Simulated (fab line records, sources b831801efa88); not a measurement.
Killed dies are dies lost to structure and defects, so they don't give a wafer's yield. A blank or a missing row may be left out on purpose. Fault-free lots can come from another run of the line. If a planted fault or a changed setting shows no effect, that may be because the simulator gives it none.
Which of the tools did it? || flow sky130 || 40 wafers from 14 lots sampled at 4 of the route's 708 steps

WHAT EACH GAUGE READ, for each wafer
SKY_LOCAL_INTERCONNECT_CD_MEAS_11 targets a cd of 170 nm. Usual: 170.3 nm for cd-nm, sd 1.5.
{"lot": "L919", "measured": "day 30 21:10", "on": "cd-sem-01", "cd-nm (nm)": "169.5 170.8 169.6", "flag": ""}
{"lot": "L920", "measured": "day 30 23:07", "on": "cd-sem-02", "cd-nm (nm)": "172.5 171.6 170.9", "flag": ""}
{"lot": "L918", "measured": "day 31 01:02", "on": "cd-sem-01", "cd-nm (nm)": "171.0 168.9 170.6", "flag": ""}
{"lot": "L923", "measured": "day 32 01:40", "on": "cd-sem-01", "cd-nm (nm)": "170.2 171.4 169.7", "flag": ""}
{"lot": "L921", "measured": "day 32 02:58", "on": "cd-sem-02", "cd-nm (nm)": "167.2 167.4 168.0", "flag": ""}
{"lot": "L922", "measured": "day 32 03:35", "on": "cd-sem-02", "cd-nm (nm)": "170.3 171.1 170.6", "flag": ""}
{"lot": "L927", "measured": "day 34 03:53", "on": "cd-sem-01", "cd-nm (nm)": "172.9 171.7 173.9", "flag": ""}
{"lot": "L929", "measured": "day 34 09:49", "on": "cd-sem-02", "cd-nm (nm)": "172.5 170.1 171.4", "flag": ""}
{"lot": "L933", "measured": "day 35 18:17", "on": "cd-sem-01", "cd-nm (nm)": "80.0 81.6", "flag": "OFF"}
{"lot": "L934", "measured": "day 36 00:20", "on": "cd-sem-02", "cd-nm (nm)": "172.5 83.0", "flag": "OFF"}
{"lot": "L937", "measured": "day 36 13:05", "on": "cd-sem-01", "cd-nm (nm)": "168.1 168.0 168.2", "flag": ""}
{"lot": "L938", "measured": "day 36 22:25", "on": "cd-sem-01", "cd-nm (nm)": "170.9 171.4 171.2", "flag": ""}
{"lot": "L939", "measured": "day 37 08:09", "on": "cd-sem-02", "cd-nm (nm)": "170.4 172.3 172.2", "flag": ""}
{"lot": "L941", "measured": "day 37 14:17", "on": "cd-sem-01", "cd-nm (nm)": "172.2 171.6 171.9", "flag": ""}

TOOL THAT RAN EACH LOT (tool first, then ch and the chambers of the sampled wafers, then the start)
{"lot": "L919", "SKY_LI_CONTACT_ETCH_14": "rie-diel-01 ch 0,3, day 29 15:17", "SKY_LI_CONTACT_ETCH_15": "rie-diel-01 ch 0,3, day 29 15:20", "SKY_LOCAL_INTERCONNECT_EXPOSE_08": "krf-scanner-02 ch 0, day 30 06:55"}
{"lot": "L920", "SKY_LI_CONTACT_ETCH_14": "rie-diel-01 ch 1,3, day 29 17:13", "SKY_LI_CONTACT_ETCH_15": "rie-diel-01 ch 1,3, day 29 17:16", "SKY_LOCAL_INTERCONNECT_EXPOSE_08": "krf-scanner-01 ch 0, day 30 09:50"}
{"lot": "L918", "SKY_LI_CONTACT_ETCH_14": "rie-diel-03 ch 0,1,3, day 29 18:50", "SKY_LI_CONTACT_ETCH_15": "rie-diel-03 ch 0,1,3, day 29 18:53", "SKY_LOCAL_INTERCONNECT_EXPOSE_08": "krf-scanner-02 ch 0, day 30 12:02"}
{"lot": "L923", "SKY_LI_CONTACT_ETCH_14": "rie-diel-04 ch 0,1,2, day 30 20:30", "SKY_LI_CONTACT_ETCH_15": "rie-diel-04 ch 0,1,2, day 30 20:32", "SKY_LOCAL_INTERCONNECT_EXPOSE_08": "krf-scanner-01 ch 0, day 31 11:11"}
{"lot": "L921", "SKY_LI_CONTACT_ETCH_14": "rie-diel-03 ch 0,1,3, day 30 21:52", "SKY_LI_CONTACT_ETCH_15": "rie-diel-03 ch 0,1,3, day 30 21:55", "SKY_LOCAL_INTERCONNECT_EXPOSE_08": "krf-scanner-02 ch 0, day 31 12:48"}
{"lot": "L922", "SKY_LI_CONTACT_ETCH_14": "rie-diel-04 ch 1,2, day 30 21:56", "SKY_LI_CONTACT_ETCH_15": "rie-diel-04 ch 1,2, day 30 21:59", "SKY_LOCAL_INTERCONNECT_EXPOSE_08": "krf-scanner-01 ch 0, day 31 13:08"}
{"lot": "L927", "SKY_LI_CONTACT_ETCH_14": "rie-diel-03 ch 0,2,3, day 32 23:29", "SKY_LI_CONTACT_ETCH_15": "rie-diel-03 ch 0,2,3, day 32 23:31", "SKY_LOCAL_INTERCONNECT_EXPOSE_08": "krf-scanner-02 ch 0, day 33 14:03"}
{"lot": "L929", "SKY_LI_CONTACT_ETCH_14": "rie-diel-01 ch 0,1, day 33 05:23", "SKY_LI_CONTACT_ETCH_15": "rie-diel-01 ch 0,1, day 33 05:25", "SKY_LOCAL_INTERCONNECT_EXPOSE_08": "krf-scanner-01 ch 0, day 33 19:56"}
{"lot": "L933", "SKY_LI_CONTACT_ETCH_14": "rie-diel-03 ch 1,2, day 34 14:38", "SKY_LI_CONTACT_ETCH_15": "rie-diel-03 ch 1,2, day 34 14:40", "SKY_LOCAL_INTERCONNECT_EXPOSE_08": "krf-scanner-02 ch 0, day 35 05:13"}
{"lot": "L934", "SKY_LI_CONTACT_ETCH_14": "rie-diel-03 ch 2,3, day 34 20:58", "SKY_LI_CONTACT_ETCH_15": "rie-diel-03 ch 2,3, day 34 21:00", "SKY_LOCAL_INTERCONNECT_EXPOSE_08": "krf-scanner-02 ch 0, day 35 11:19"}
{"lot": "L937", "SKY_LI_CONTACT_ETCH_14": "rie-diel-01 ch 0,3, day 35 09:10", "SKY_LI_CONTACT_ETCH_15": "rie-diel-01 ch 0,3, day 35 09:12", "SKY_LOCAL_INTERCONNECT_EXPOSE_08": "krf-scanner-01 ch 0, day 35 23:59"}
{"lot": "L938", "SKY_LI_CONTACT_ETCH_14": "rie-diel-04 ch 0,1,2, day 35 18:29", "SKY_LI_CONTACT_ETCH_15": "rie-diel-04 ch 0,1,2, day 35 18:32", "SKY_LOCAL_INTERCONNECT_EXPOSE_08": "krf-scanner-01 ch 0, day 36 09:26"}
{"lot": "L939", "SKY_LI_CONTACT_ETCH_14": "rie-diel-04 ch 0,2, day 36 03:55", "SKY_LI_CONTACT_ETCH_15": "rie-diel-04 ch 0,2, day 36 03:57", "SKY_LOCAL_INTERCONNECT_EXPOSE_08": "krf-scanner-01 ch 0, day 36 19:27"}
{"lot": "L941", "SKY_LI_CONTACT_ETCH_14": "rie-diel-03 ch 1,2, day 36 10:41", "SKY_LI_CONTACT_ETCH_15": "rie-diel-03 ch 1,2, day 36 10:44", "SKY_LOCAL_INTERCONNECT_EXPOSE_08": "krf-scanner-01 ch 0, day 37 01:13"}
- SKY_LI_CONTACT_ETCH_14: etches BARC in N2/H2, stops on SiO2, time 45.9 s, target depth 60 nm.
- SKY_LI_CONTACT_ETCH_15: etches PSG in C4F8/O2/Ar, stops on Si, target depth 600 nm.
- SKY_LOCAL_INTERCONNECT_EXPOSE_08: exposes mask LI1M, target cd 170 nm.

WHAT THE TOOLS THEMSELVES READ (means of the sampled wafers that have a number; where no wafer has one, the mark that the record gives instead)
SKY_LI_CONTACT_ETCH_14. Usual: drypump-motor-current-A 5.7 A, standard deviation 0.48; oes-product-au 0.854 a.u., standard deviation 0.0052; throttle-valve-pct 13.224 %, standard deviation 0.0099.
{"lot": "L919", "tool": "rie-diel-01", "drypump-motor-current-A (A)": 6.0, "oes-product-au (a.u.)": 0.856, "throttle-valve-pct (%)": 13.220, "flag": ""}
{"lot": "L920", "tool": "rie-diel-01", "drypump-motor-current-A (A)": 5.0, "oes-product-au (a.u.)": 0.852, "throttle-valve-pct (%)": 13.226, "flag": ""}
{"lot": "L918", "tool": "rie-diel-03", "drypump-motor-current-A (A)": 5.9, "oes-product-au (a.u.)": 0.853, "throttle-valve-pct (%)": 13.227, "flag": ""}
{"lot": "L923", "tool": "rie-diel-04", "drypump-motor-current-A (A)": 5.7, "oes-product-au (a.u.)": 0.851, "throttle-valve-pct (%)": 13.227, "flag": ""}
{"lot": "L921", "tool": "rie-diel-03", "drypump-motor-current-A (A)": 5.9, "oes-product-au (a.u.)": 0.856, "throttle-valve-pct (%)": 13.227, "flag": ""}
{"lot": "L922", "tool": "rie-diel-04", "drypump-motor-current-A (A)": 5.6, "oes-product-au (a.u.)": 0.851, "throttle-valve-pct (%)": 13.223, "flag": ""}
{"lot": "L927", "tool": "rie-diel-03", "drypump-motor-current-A (A)": 5.6, "oes-product-au (a.u.)": 0.851, "throttle-valve-pct (%)": 13.224, "flag": ""}
{"lot": "L929", "tool": "rie-diel-01", "drypump-motor-current-A (A)": 6.1, "oes-product-au (a.u.)": 0.849, "throttle-valve-pct (%)": 13.221, "flag": ""}
{"lot": "L933", "tool": "rie-diel-03", "drypump-motor-current-A (A)": 5.5, "oes-product-au (a.u.)": 0.849, "throttle-valve-pct (%)": 13.230, "flag": ""}
{"lot": "L934", "tool": "rie-diel-03", "drypump-motor-current-A (A)": 5.7, "oes-product-au (a.u.)": 0.851, "throttle-valve-pct (%)": 13.224, "flag": ""}
{"lot": "L937", "tool": "rie-diel-01", "drypump-motor-current-A (A)": 5.9, "oes-product-au (a.u.)": 0.853, "throttle-valve-pct (%)": 13.218, "flag": ""}
{"lot": "L938", "tool": "rie-diel-04", "drypump-motor-current-A (A)": 5.7, "oes-product-au (a.u.)": 0.856, "throttle-valve-pct (%)": 13.214, "flag": ""}
{"lot": "L939", "tool": "rie-diel-04", "drypump-motor-current-A (A)": 5.6, "oes-product-au (a.u.)": 0.853, "throttle-valve-pct (%)": 13.226, "flag": ""}
{"lot": "L941", "tool": "rie-diel-03", "drypump-motor-current-A (A)": 5.3, "oes-product-au (a.u.)": 0.859, "throttle-valve-pct (%)": 13.235, "flag": ""}

SKY_LI_CONTACT_ETCH_15. Usual: 0.836 a.u. for oes-product-au, sd 0.0048.
{"lot": "L919", "tool": "rie-diel-01", "oes-product-au (a.u.)": 0.834, "flag": ""}
{"lot": "L920", "tool": "rie-diel-01", "oes-product-au (a.u.)": 0.834, "flag": ""}
{"lot": "L918", "tool": "rie-diel-03", "oes-product-au (a.u.)": 0.833, "flag": ""}
{"lot": "L923", "tool": "rie-diel-04", "oes-product-au (a.u.)": 0.844, "flag": ""}
{"lot": "L921", "tool": "rie-diel-03", "oes-product-au (a.u.)": 0.834, "flag": ""}
{"lot": "L922", "tool": "rie-diel-04", "oes-product-au (a.u.)": 0.831, "flag": ""}
{"lot": "L927", "tool": "rie-diel-03", "oes-product-au (a.u.)": 0.832, "flag": ""}
{"lot": "L929", "tool": "rie-diel-01", "oes-product-au (a.u.)": 0.837, "flag": ""}
{"lot": "L933", "tool": "rie-diel-03", "oes-product-au (a.u.)": 0.835, "flag": ""}
{"lot": "L934", "tool": "rie-diel-03", "oes-product-au (a.u.)": 0.832, "flag": ""}
{"lot": "L937", "tool": "rie-diel-01", "oes-product-au (a.u.)": 0.838, "flag": ""}
{"lot": "L938", "tool": "rie-diel-04", "oes-product-au (a.u.)": 0.842, "flag": ""}
{"lot": "L939", "tool": "rie-diel-04", "oes-product-au (a.u.)": 0.833, "flag": ""}
{"lot": "L941", "tool": "rie-diel-03", "oes-product-au (a.u.)": 0.836, "flag": ""}

THE ANSWER, worked out from the rows above alone
Rule: a lot counts as off when the mean over its wafers that have a number is more than 3 standard deviations away from the usual mean. Also off: a lot with no number at a reading for which 4 or more lots have one. Where the step has rows for the other lots, those lots are counted as sound. The gauges are gone through in route order, then the tools' own readings, and for those a lot's mean is taken as printed above. At the first step where some lot is off, the reading lying furthest off is the one used; lots without a number count as furthest.
Off: L933, L934 (SKY_LOCAL_INTERCONNECT_CD_MEAS_11, cd-nm).
A tool fits if, at a process step before that reading, it ran every lot that is off, and no sound lot after the first of them. Those tools and the gauges at SKY_LOCAL_INTERCONNECT_CD_MEAS_11 are tried in the same way. One candidate fits, namely krf-scanner-02 at SKY_LOCAL_INTERCONNECT_EXPOSE_08. A fault onset in the window from L927 (day 33 14:03, its last sound lot) to L933 (day 35 05:13, its first lot off) fits.

WHAT THE SIMULATOR PUT IN
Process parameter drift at SKY_LOCAL_INTERCONNECT_EXPOSE_08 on krf-scanner-02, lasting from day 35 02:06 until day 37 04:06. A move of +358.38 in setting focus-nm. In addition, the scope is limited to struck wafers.
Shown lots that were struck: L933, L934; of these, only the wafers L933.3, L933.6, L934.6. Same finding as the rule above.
